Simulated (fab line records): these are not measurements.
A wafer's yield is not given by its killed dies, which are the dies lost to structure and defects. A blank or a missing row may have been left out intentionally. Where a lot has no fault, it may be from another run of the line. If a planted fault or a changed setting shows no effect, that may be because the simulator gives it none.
Which tool was responsible? -- flow sky130 -- Sampling: 11 lots, 33 wafers, 5 of 708 route steps

## WHAT THE GAUGES SHOWED, per wafer
The record lacks any reading of a measuring or inspecting step that a usual standard deviation could be used to judge.

## TOOL THAT RAN EACH LOT (tool first, then ch and the chambers of the sampled wafers, then the start)
lot,SKY_CONTACT_SPUTTER_23,SKY_METAL2_SPUTTER_03,SKY_METAL2_ETCH_18,SKY_METAL2_STRIP_20,SKY_VIA2_STRIP_16
L637,"pvd_sputter-04, day 31 20:43","pvd_sputter-03, day 34 05:28","rie_metal-03 ch 0,1, day 35 08:11","plasma_asher-04 ch 0,1, day 35 08:21","plasma_asher-03 ch 0,1, day 36 11:26"
L639,"pvd_sputter-04, day 32 09:37","pvd_sputter-02, day 34 19:08","rie_metal-02 ch 0,1, day 35 21:32","plasma_asher-01 ch 0,1, day 35 21:42","plasma_asher-04 ch 0,1, day 37 00:02"
L640,"pvd_sputter-04, day 32 11:49","pvd_sputter-02, day 34 20:03","rie_metal-03 ch 0,1, day 35 21:52","plasma_asher-02 ch 0,1, day 35 22:01","plasma_asher-02 ch 0, day 37 00:07"
L645,"pvd_sputter-04, day 34 02:41","pvd_sputter-01, day 36 10:10","rie_metal-03 ch 0, day 37 11:55","plasma_asher-04 ch 0,1, day 37 12:04","plasma_asher-02 ch 0,1, day 38 14:30"
L646,"pvd_sputter-04, day 34 06:14","pvd_sputter-03, day 36 13:51","rie_metal-03 ch 0,1, day 37 15:37","plasma_asher-04 ch 0,1, day 37 15:46","plasma_asher-02 ch 0, day 38 18:24"
L653,"pvd_sputter-03, day 36 08:38","pvd_sputter-02, day 38 15:26","rie_metal-02 ch 0,1, day 39 15:55","plasma_asher-01 ch 0,1, day 39 16:04","plasma_asher-04 ch 0,1, day 40 17:42"
L655,"pvd_sputter-01, day 37 02:31","pvd_sputter-03, day 39 08:24","rie_metal-04 ch 0, day 40 08:49","plasma_asher-01 ch 0,1, day 40 08:58","plasma_asher-04 ch 1, day 41 10:24"
L656,"pvd_sputter-04, day 37 07:26","pvd_sputter-03, day 39 12:37","rie_metal-02 ch 0,1, day 40 13:04","plasma_asher-02 ch 0,1, day 40 13:13","plasma_asher-03 ch 0,1, day 41 15:21"
L657,"pvd_sputter-01, day 38 01:15","pvd_sputter-03, day 40 05:47","rie_metal-04 ch 0,1, day 41 06:01","plasma_asher-02 ch 0,1, day 41 06:10","plasma_asher-03 ch 0,1, day 42 07:09"
L660,"pvd_sputter-03, day 38 18:45","pvd_sputter-03, day 40 23:38","rie_metal-03 ch 0,1, day 41 23:17","plasma_asher-01 ch 0,1, day 41 23:28","plasma_asher-02 ch 0,1, day 42 23:47"
L659,"pvd_sputter-03, day 38 20:22","pvd_sputter-03, day 41 00:56","rie_metal-04 ch 0,1, day 42 00:25","plasma_asher-02 ch 0,1, day 42 00:34","plasma_asher-02 ch 0,1, day 43 00:38"
- SKY_CONTACT_SPUTTER_23: material TiN, target thk 20 nm, time 80 s.
- SKY_METAL2_SPUTTER_03: material Ti, target thk 5 nm, time 3.3 s.
- SKY_METAL2_ETCH_18: etches BARC in N2/H2, stops on SiO2, time 45.9 s, target depth 60 nm.
- SKY_METAL2_STRIP_20: strips in O2/N2.
- SKY_VIA2_STRIP_16: strips in O2/N2.

## WHAT THE TOOLS THEMSELVES READ (means of the sampled wafers that have a number; where no wafer has one, the mark that the record gives instead)
SKY_CONTACT_SPUTTER_23.
lot,tool,throttle_valve_pct (%)
L637,pvd_sputter-04,30.4
L639,pvd_sputter-04,30.0
L640,pvd_sputter-04,30.9
L645,pvd_sputter-04,29.9
L646,pvd_sputter-04,30.2
L653,pvd_sputter-03,30.0
L655,pvd_sputter-01,30.6
L656,pvd_sputter-04,30.0
L657,pvd_sputter-01,29.7
L660,pvd_sputter-03,30.6
L659,pvd_sputter-03,30.2

SKY_METAL2_SPUTTER_03.
lot,tool,throttle_valve_pct (%)
L637,pvd_sputter-03,29.7
L639,pvd_sputter-02,30.8
L640,pvd_sputter-02,30.0
L645,pvd_sputter-01,30.6
L646,pvd_sputter-03,30.3
L653,pvd_sputter-02,29.9
L655,pvd_sputter-03,29.3
L656,pvd_sputter-03,30.4
L657,pvd_sputter-03,30.3
L660,pvd_sputter-03,31.0
L659,pvd_sputter-03,29.7

SKY_METAL2_ETCH_18.
lot,tool,drypump_motor_current_A (A),oes_product_au (a.u.),throttle_valve_pct (%)
L637,rie_metal-03,5.68,0.850,13.216
L639,rie_metal-02,5.71,0.852,13.230
L640,rie_metal-03,5.71,0.854,13.225
L645,rie_metal-03,5.65,0.859,13.221
L646,rie_metal-03,5.67,0.857,13.232
L653,rie_metal-02,5.73,0.852,13.235
L655,rie_metal-04,5.64,0.853,13.221
L656,rie_metal-02,5.70,0.857,13.222
L657,rie_metal-04,5.54,0.855,13.222
L660,rie_metal-03,5.68,0.854,13.231
L659,rie_metal-04,5.58,0.855,13.216

SKY_METAL2_STRIP_20.
lot,tool,drypump_motor_current_A (A),oes_product_au (a.u.),strip_time_to_endpoint_s (s)
L637,plasma_asher-04,5.69,0.345,2.702
L639,plasma_asher-01,5.84,0.343,2.688
L640,plasma_asher-02,5.82,0.345,2.702
L645,plasma_asher-04,5.69,0.344,2.617
L646,plasma_asher-04,5.70,0.340,2.651
L653,plasma_asher-01,5.84,0.343,2.665
L655,plasma_asher-01,5.78,0.343,2.633
L656,plasma_asher-02,5.54,0.342,2.702
L657,plasma_asher-02,5.53,0.343,2.718
L660,plasma_asher-01,5.84,0.345,2.647
L659,plasma_asher-02,5.80,0.337,2.654

SKY_VIA2_STRIP_16.
lot,tool,drypump_motor_current_A (A),oes_product_au (a.u.),strip_time_to_endpoint_s (s)
L637,plasma_asher-03,5.5,0.399,4.034
L639,plasma_asher-04,5.7,0.400,4.018
L640,plasma_asher-02,5.3,0.397,4.056
L645,plasma_asher-02,5.6,0.397,4.034
L646,plasma_asher-02,5.3,0.398,4.040
L653,plasma_asher-04,5.7,0.396,4.040
L655,plasma_asher-04,5.7,0.398,4.041
L656,plasma_asher-03,5.9,0.399,4.017
L657,plasma_asher-03,5.9,0.399,4.055
L660,plasma_asher-02,5.8,0.397,4.065
L659,plasma_asher-02,5.8,0.399,4.038

## THE ANSWER, worked out from the rows above alone
Rule: usual is defined by the lots themselves. Put in order of their means at a reading, lots are off if they are a third of the lots or fewer, leave a main group of 4 or more, and stand apart from it by a gap of 3 or more times the standard deviation of the main group's means; of several such gaps the widest counts. Not used: any main group whose means are identical at the precision the tables above print for the reading. A lot without any number at a reading at which 4 lots or more have one is off too. All remaining lots with rows at the step are treated as sound. The gauges are gone through in route order, then the tools' own readings, and for those a lot's mean is taken as printed above. The first step at which some lot is off is used, and at that step the reading that is off furthest; a lot without a number counts as furthest.
Nothing can be told from this: no lot is off at any reading shown.

## WHAT THE SIMULATOR PUT IN
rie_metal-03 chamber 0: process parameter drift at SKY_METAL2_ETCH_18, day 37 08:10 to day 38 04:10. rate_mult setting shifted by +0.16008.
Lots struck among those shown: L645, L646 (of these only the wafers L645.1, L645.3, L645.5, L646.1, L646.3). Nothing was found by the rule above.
